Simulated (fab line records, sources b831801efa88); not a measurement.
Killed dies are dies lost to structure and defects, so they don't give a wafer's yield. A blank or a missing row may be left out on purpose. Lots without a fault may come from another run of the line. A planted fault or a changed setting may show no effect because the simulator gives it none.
Chamber matching | flow gf180mcu | GF_PASSIVATION_CVD_00 on pecvd-02: 3 sister chambers
The step deposits SiO2 from TEOS, target thk 1000 nm, time 116 s. 3 wafers are shown with their chamber, then 7 later ones without.

WAFERS WITH THEIR CHAMBER
wafer  | chamber | heater_power_w (W)
L245.6 | 0       | 761
L246.1 | 1       | 696
L246.2 | 2       | 575

WAFERS WITHOUT THEIR CHAMBER
wafer  | heater_power_w (W)
L246.3 | 750
L247.1 | 744
L247.2 | 511
L247.5 | 702
L249.1 | 732
L249.4 | 747
L249.5 | 544

WHICH CHAMBER EACH WENT THROUGH
wafer  | from the rows above     | in truth
L246.3 | can't be placed: 0 or 1 | 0
L247.1 | can't be placed: 0 or 1 | 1
L247.2 | 2                       | 2
L247.5 | can't be placed: 1 or 0 | 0
L249.1 | can't be placed: 0 or 1 | 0
L249.4 | can't be placed: 0 or 1 | 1
L249.5 | 2                       | 2
Placed correctly: 2 of 7. Can't be placed from these rows: 5 (the true chamber is among the candidates in 5). Placed wrongly: 0.
How it was worked out, from the rows above alone: a wafer's distance from a chamber is the root of the sum, over the readings, of the square of ((its reading less the chamber's mean) divided by the reading's scatter). The wafer belongs to the nearest chamber; if the next one is less than 2 further off, it can't be placed. A chamber's mean is the mean of its shown wafers. The scatter: with one shown wafer a chamber, the root of the mean of the squares of how far each hidden wafer lies from its nearest shown one.
